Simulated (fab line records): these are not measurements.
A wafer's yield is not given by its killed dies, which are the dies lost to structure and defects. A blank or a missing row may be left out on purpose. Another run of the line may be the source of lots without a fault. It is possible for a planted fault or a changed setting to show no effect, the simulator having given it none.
Which tool did it? ; flow sky130 ; Sampling: 13 lots, 39 wafers, 3 of 708 route steps

== WHAT THE GAUGES READ, wafer by wafer ==
Not one reading of a measure or inspect step in the record can be checked against a usual standard deviation.

== TOOL THAT RAN EACH LOT (tool first, then ch and the chambers of the sampled wafers, then the start) ==
lot;SKY_METAL3_METAL_ETCH_18;SKY_METAL3_STRIP_19;SKY_PAD_OPEN_PROBE_99
L630;rie-metal-03 ch 0,1, day 38 09:55;plasma-asher-04 ch 0,1, day 38 10:05;-
L631;rie-metal-03 ch 0,1, day 39 03:53;plasma-asher-04 ch 0,1, day 39 04:04;prober-02, day 46 06:37
L633;rie-metal-01 ch 0,1, day 39 08:11;plasma-asher-02 ch 0,1, day 39 08:22;-
L634;rie-metal-01 ch 0,1, day 39 21:05;plasma-asher-04 ch 1, day 39 21:16;-
L635;rie-metal-04 ch 0,1, day 39 22:40;plasma-asher-02 ch 0,1, day 39 22:50;prober-01, day 46 21:23
L639;rie-metal-04 ch 0,1, day 40 21:50;plasma-asher-04 ch 0,1, day 40 22:01;prober-01, day 47 14:45
L640;rie-metal-04 ch 0,1, day 41 10:43;plasma-asher-03 ch 0,1, day 41 10:53;prober-02, day 48 03:43
L646;rie-metal-03 ch 0,1, day 44 04:38;plasma-asher-02 ch 0,1, day 44 04:49;prober-02, day 50 09:50
L644;rie-metal-01 ch 0,1, day 44 06:34;plasma-asher-02 ch 0,1, day 44 06:44;-
L649;rie-metal-03 ch 0,1, day 44 06:48;plasma-asher-03 ch 0,1, day 44 06:59;-
L648;rie-metal-03 ch 0,1, day 44 07:43;plasma-asher-03 ch 0,1, day 44 07:53;-
L647;rie-metal-01 ch 0,1, day 44 07:50;plasma-asher-04 ch 0,1, day 44 08:01;prober-02, day 50 14:47
L653;rie-metal-03 ch 1, day 44 17:28;plasma-asher-02 ch 0, day 44 17:38;prober-02, day 50 17:50
- SKY_METAL3_METAL_ETCH_18: etches the open film in Cl2/BCl3, stops on SiO2, target depth 845 nm, time 183.1 s.
- SKY_METAL3_STRIP_19: strips in O2/N2.
- SKY_PAD_OPEN_PROBE_99

== AS READ BY THE TOOLS THEMSELVES (means over the sampled wafers that have a number; for cases with no such wafer, the mark the record gives instead) ==
SKY_METAL3_METAL_ETCH_18. Usual: drypump-motor-current-A 5.9 A, standard deviation 0.52; he-backside-leak-sccm 3.29 sccm, standard deviation 0.27; oes-product-au 0.864 a.u., standard deviation 0.0051; run-length-s 211.7 s, standard deviation 0.95; throttle-valve-pct 22.265 %, standard deviation 0.0089.
lot;tool;drypump-motor-current-A (A);he-backside-leak-sccm (sccm);oes-product-au (a.u.);run-length-s (s);throttle-valve-pct (%);flag
L630;rie-metal-03;5.7;3.34;0.863;211.2;22.268;
L631;rie-metal-03;5.4;3.07;0.861;211.7;22.257;
L633;rie-metal-01;6.4;3.14;0.863;211.2;22.271;
L634;rie-metal-01;6.4;3.14;0.868;211.6;22.262;
L635;rie-metal-04;5.7;3.41;0.865;211.3;22.262;
L639;rie-metal-04;5.5;3.45;0.838;222.3;22.259;OFF
L640;rie-metal-04;5.7;3.35;0.811;233.5;22.265;OFF
L646;rie-metal-03;5.4;3.41;0.863;211.5;22.267;
L644;rie-metal-01;6.4;3.12;0.857;211.5;22.268;
L649;rie-metal-03;5.4;3.12;0.863;211.3;22.265;
L648;rie-metal-03;5.4;3.32;0.870;211.3;22.268;
L647;rie-metal-01;6.4;3.29;0.862;211.4;22.267;
L653;rie-metal-03;5.1;3.28;0.865;211.4;22.273;

SKY_METAL3_STRIP_19. Usual: drypump-motor-current-A 5.67 A, standard deviation 0.27; n2-flow-sccm 300.1 sccm, standard deviation 0.94; oes-product-au 0.503 a.u., standard deviation 0.0054; strip-time-to-endpoint-s 6.55 s, standard deviation 0.08.
lot;tool;drypump-motor-current-A (A);n2-flow-sccm (sccm);oes-product-au (a.u.);strip-time-to-endpoint-s (s);flag
L630;plasma-asher-04;5.51;300.2;0.504;6.52;
L631;plasma-asher-04;5.53;299.4;0.499;6.49;
L633;plasma-asher-02;5.94;300.6;0.504;6.56;
L634;plasma-asher-04;5.67;299.5;0.501;6.59;
L635;plasma-asher-02;5.88;299.2;0.497;6.51;
L639;plasma-asher-04;5.59;300.5;0.491;6.24;OFF
L640;plasma-asher-03;5.28;299.6;0.482;6.03;OFF
L646;plasma-asher-02;5.88;299.3;0.507;6.57;
L644;plasma-asher-02;5.88;299.7;0.507;6.58;
L649;plasma-asher-03;5.36;300.2;0.502;6.59;
L648;plasma-asher-03;5.27;299.9;0.503;6.56;
L647;plasma-asher-04;5.49;300.1;0.501;6.51;
L653;plasma-asher-02;5.98;299.4;0.500;6.49;

SKY_PAD_OPEN_PROBE_99. Usual: defect-limited-yield 82.3 %, standard deviation 2; killed_at_M0_to_M3 44, standard deviation 7.9; killed_at_M4_up 3.1, standard deviation 1.9; killed-at-contacts 24, standard deviation 4.6; killed-at-front-end 16, standard deviation 4.9; killed-at-other 0.3, standard deviation 0.6; killed-dies 87, standard deviation 9.7; killed-on-rim 17, standard deviation 3.7; killed-open 48, standard deviation 7.2; killed-short 39, standard deviation 5.6; sort_bin_3_pad_short 0.8 %, standard deviation 0.47; sort_bin_5_function 10.4 %, standard deviation 1.5; sort_bin_6_memory 6.5 %, standard deviation 1.1; sort-n-pass 405, standard deviation 9.7; sort-yield-pct 82.3 %, standard deviation 2.
lot;tool;defect-limited-yield (%);killed_at_M0_to_M3;killed_at_M4_up;killed-at-contacts;killed-at-front-end;killed-at-other;killed-dies;killed-on-rim;killed-open;killed-short;sort_bin_3_pad_short (%);sort_bin_5_function (%);sort_bin_6_memory (%);sort-n-pass;sort-yield-pct (%);flag
L631;prober-02;81.0;51;2.7;24;16;0.0;93;21;48;45;0.5;11.5;6.9;399;81.0;
L635;prober-01;82.2;45;2.0;30;11;0.0;88;15;49;38;1.3;10.2;6.4;404;82.2;
L639;prober-01;82.3;49;3.3;21;14;0.3;87;17;51;36;0.9;8.9;7.8;405;82.3;
L640;prober-02;82.1;47;3.0;21;16;0.0;88;15;48;40;0.9;10.1;6.9;404;82.1;
L646;prober-02;82.0;44;2.0;26;16;0.3;89;15;47;42;1.0;10.7;6.3;403;82.0;
L647;prober-02;84.1;49;2.3;17;9;0.7;78;16;40;38;0.8;9.2;5.9;414;84.1;
L653;prober-02;82.1;46;2.0;23;16;0.7;88;16;49;38;0.5;10.8;6.5;404;82.1;

== THE ANSWER, worked out from the rows above alone ==
Rule: a lot is off if the mean of its wafers that have a number lies more than 3 standard deviations from the usual mean. A lot without any number at a reading at which 4 lots or more have one is off too. Where the step has rows for the other lots, those lots are counted as sound. First the gauges in route order, then the tools' own readings, where a lot's mean is used as printed above. The first step at which some lot is off is used, and at that step the reading that is off furthest; a lot without a number counts as furthest.
Off, at SKY_METAL3_METAL_ETCH_18 on run-length-s: L639, L640.
If a tool, at that step or one of the process steps before it, ran each lot that is off and ran no sound lot following the first of them, it fits. One fits: rie-metal-04 at SKY_METAL3_METAL_ETCH_18. A fault onset in the window from L635 (day 39 22:40, its last sound lot) to L639 (day 40 21:50, its first lot off) fits.
The tool's own readings at SKY_METAL3_METAL_ETCH_18 bear it out: on the lots that are off they differ by more than 5 times the standard deviation of the sound lots' means. oes-product-au reads 0.825 a.u. there against 0.864 a.u. on the sound lots; run-length-s reads 227.9 s there against 211.4 s on the sound lots.

== WHAT WAS PUT IN BY THE SIMULATOR ==
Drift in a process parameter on rie-metal-04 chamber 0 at SKY_METAL3_METAL_ETCH_18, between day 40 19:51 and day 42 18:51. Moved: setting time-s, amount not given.
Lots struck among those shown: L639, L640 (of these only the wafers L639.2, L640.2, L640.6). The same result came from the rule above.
